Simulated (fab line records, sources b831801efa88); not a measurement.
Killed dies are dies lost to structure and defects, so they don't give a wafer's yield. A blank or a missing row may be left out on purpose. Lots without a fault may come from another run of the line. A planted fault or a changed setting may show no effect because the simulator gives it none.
A struck lot beside a sound one | flow sfq_line | 41 steps out of a route of 325
Sound: wafers L298.1, L298.4, L298.5. Struck: wafers L304.1, L304.4. The cause comes at the end.
At each step with rows: each side's tool, then ch and its chambers, then its first start. Under that, the readings that differ: sound wafers | struck wafers | difference of the means | sigmas: that difference in standard deviations of wafers without a fault.
alike: readings whose means differ by less than 2 such deviations, and words and numbers that are the same on both sides. not compared: withheld readings, readings that some wafer has no value for, bounds like >300 that may hide the same value, and numbers for which the record gives no deviation and whose values overlap.
The two part at a step that has a row with sigmas, a row that says differs or no value, or rows on one side only. Numbers that don't overlap but have no deviation are shown without sigmas and don't part them. A reading that every wafer of one side lacks parts them only if that side has two wafers or more.

SFQ_I1_OVL_MEAS_913:
  sound on overlay-01, day 27 17:25; struck on overlay-02, day 29 22:01
  alike: I1_OVL
then, 5 steps without rows for these wafers: SFQ_TRILAYER_I1_VIA_BARC_OPEN_VIA_ETCH_071 (etches BARC in O2, target depth 125 nm, time 41.7 s); SFQ_TRILAYER_I1_VIA_ETCH_VIA_ETCH_052 (etches SiO2 in CHF3, stops on Nb, target depth 260 nm); SFQ_TRILAYER_I1_VIA_STRIP_STRIP_053 (strips in O2); SFQ_TRILAYER_I1_VIA_STRIP_SOLV_CLEAN_054 (cleans in NMP, time 600 s); SFQ_TRILAYER_M2_DEP_PRE_CLEAN_056 (time 22.5 s).
SFQ_TRILAYER_M2_DEP_SPUTTER_055: material Nb, target thk 200 nm, time 133.3 s.
  sound on pvd_sputter-03, day 27 18:25; struck on pvd_sputter-04, day 29 23:01
  alike: throttle_valve_pct
SFQ_M2_RS_MEAS_914: measures by four-point-probe.
  sound on film_metro-03, day 27 18:31; struck on film_metro-01, day 29 23:07
  alike: M2_NB_RS
then, 3 steps without rows for these wafers: SFQ_TRILAYER_M2_LITHO_COAT_062 (resist thk 62 nm); SFQ_TRILAYER_M2_LITHO_COAT_057 (resist thk 600 nm); SFQ_TRILAYER_M2_LITHO_SOFTBAKE_061.
SFQ_TRILAYER_M2_LITHO_EXPOSE_058: exposes mask M2, target cd 500 nm.
  sound on krf_scanner-02 ch 0, day 27 19:26; struck on krf_scanner-02 ch 0, day 30 02:51
  alike: mask, reticle_temp_C
then, 2 steps without rows for these wafers: SFQ_TRILAYER_M2_LITHO_PEB_060 (peb time 60 s); SFQ_TRILAYER_M2_LITHO_DEVELOP_059 (time 60 s).
SFQ_M2_OVL_MEAS_916:
  sound on overlay-01, day 27 20:56; struck on overlay-01, day 30 04:21
  reading     | sound     | struck | difference | sigmas
  M2_OVL (nm) | -14 -9 -8 | 6 4    | +15        | +3
SFQ_TRILAYER_M2_BARC_OPEN_METAL_ETCH_077: etches BARC in O2, target depth 125 nm, time 41.7 s.
  sound on rie_metal-01 ch 0,1, day 27 20:58; struck on rie_metal-03 ch 0,1, day 30 04:23
  reading             | sound             | struck      | difference | sigmas
  model.M2.cd_nm (nm) | 501.5 500.9 501.1 | 487.9 488.9 | -12.8      |
  alike: drypump_motor_current_A, oes_product_au, rf_fwd_power_W
  not compared: rf_hours_counter_h
SFQ_TRILAYER_M2_ETCH_METAL_ETCH_060: etches Nb in Cl2/Ar, stops on SiO2, target depth 240 nm, time 120 s.
  sound on rie_metal-01 ch 0,1, day 27 21:02; struck on rie_metal-03 ch 0,1, day 30 04:26
  reading             | sound           | struck      | difference | sigmas
  model.M2.cd_nm (nm) | 499.9 499.6 500 | 487.4 488.7 | -11.8      |
  alike: drypump_motor_current_A, oes_product_au, rf_fwd_power_W
  not compared: rf_hours_counter_h
SFQ_TRILAYER_M2_STRIP_STRIP_061: strips in O2.
  sound on rie_metal-01 ch 0,1, day 27 21:10; struck on rie_metal-03 ch 0,1, day 30 04:34
  alike: drypump_motor_current_A, oes_product_au
  not compared: rf_hours_counter_h
then, 1 step without rows for these wafers: SFQ_TRILAYER_M2_STRIP_SOLV_CLEAN_062 (cleans in NMP, time 600 s).
SFQ_TRILAYER_I2_DEP_PECVD_063: deposits SiO2 from SiH4/N2O, time 111.11 s, target thk 500 nm.
  sound on pecvd-02 ch 0,1,2, day 27 21:56; struck on pecvd-02 ch 1,2, day 30 05:20
  alike: heater_power_w, rf_fwd_power_W, throttle_valve_pct
then, 1 step without rows for these wafers: SFQ_TRILAYER_I2_CMP_CMP_064 (polishes SiO2).
SFQ_I2_BOW_MEAS_917:
  sound on film_metro-03, day 28 03:48; struck on film_metro-01, day 30 08:25
  reading     | sound      | struck | difference | sigmas
  I2_BOW (um) | -12 -6 -11 | 17 4   | +20        | +2
then, 7 steps without rows for these wafers: SFQ_TRILAYER_I2_METRO_MEASURE_065; SFQ_TRILAYER_I2_VIA_LITHO_COAT_072 (resist thk 62 nm); SFQ_TRILAYER_I2_VIA_LITHO_COAT_067 (resist thk 650 nm); SFQ_TRILAYER_I2_VIA_LITHO_SOFTBAKE_071; SFQ_TRILAYER_I2_VIA_LITHO_EXPOSE_068 (exposes mask I2, target cd 500 nm); SFQ_TRILAYER_I2_VIA_LITHO_PEB_070 (peb time 60 s); SFQ_TRILAYER_I2_VIA_LITHO_DEVELOP_069 (time 60 s).
SFQ_I2_OVL_MEAS_918:
  sound on overlay-02, day 28 15:17; struck on overlay-01, day 30 13:32
  alike: I2_OVL
then, 1 step without rows for these wafers: SFQ_TRILAYER_I2_VIA_BARC_OPEN_VIA_ETCH_096 (etches BARC in O2, target depth 125 nm, time 41.7 s).
SFQ_TRILAYER_I2_VIA_ETCH_VIA_ETCH_070: etches SiO2 in CHF3, stops on Nb, target depth 260 nm.
  sound on rie_diel-03 ch 1,2,3, day 28 15:22; struck on rie_diel-03 ch 0,3, day 30 13:37
  alike: drypump_motor_current_A, oes_product_au, rf_fwd_power_W
then, 3 steps without rows for these wafers: SFQ_TRILAYER_I2_VIA_STRIP_STRIP_071 (strips in O2); SFQ_TRILAYER_I2_VIA_STRIP_SOLV_CLEAN_072 (cleans in NMP, time 600 s); SFQ_TRILAYER_M3_DEP_PRE_CLEAN_074 (time 22.5 s).
SFQ_TRILAYER_M3_DEP_SPUTTER_073: material Nb, target thk 200 nm, time 133.3 s.
  sound on pvd_sputter-04, day 28 16:29; struck on pvd_sputter-04, day 30 14:32
  alike: throttle_valve_pct
SFQ_M3_RS_MEAS_919: measures by four-point-probe.
  sound on film_metro-03, day 28 16:34; struck on film_metro-02, day 30 14:37
  alike: M3_NB_RS
then, 3 steps without rows for these wafers: SFQ_TRILAYER_M3_LITHO_COAT_080 (resist thk 62 nm); SFQ_TRILAYER_M3_LITHO_COAT_075 (resist thk 600 nm); SFQ_TRILAYER_M3_LITHO_SOFTBAKE_079.
-- the record jumps here: 52 days lie between the struck wafers' starts before and after --
SFQ_M8_BOW_MEAS_951:
  sound on film_metro-03, day 77 00:50; struck on film_metro-03, day 82 06:59
  reading               | sound             | struck      | difference | sigmas
  model.etest.m2.ohm_um | 1.808 1.796 1.792 | 1.838 1.831 | +0.036     |
  alike: M8_BOW

WHERE THEY PART
First at SFQ_M2_OVL_MEAS_916; last, within this record, at SFQ_I2_BOW_MEAS_917. Later steps at which nothing parts them and some readings are alike: SFQ_I2_OVL_MEAS_918, SFQ_TRILAYER_I2_VIA_ETCH_VIA_ETCH_070, SFQ_TRILAYER_M3_DEP_SPUTTER_073, SFQ_M3_RS_MEAS_919, SFQ_M8_BOW_MEAS_951.

WHY: what the simulator had put in
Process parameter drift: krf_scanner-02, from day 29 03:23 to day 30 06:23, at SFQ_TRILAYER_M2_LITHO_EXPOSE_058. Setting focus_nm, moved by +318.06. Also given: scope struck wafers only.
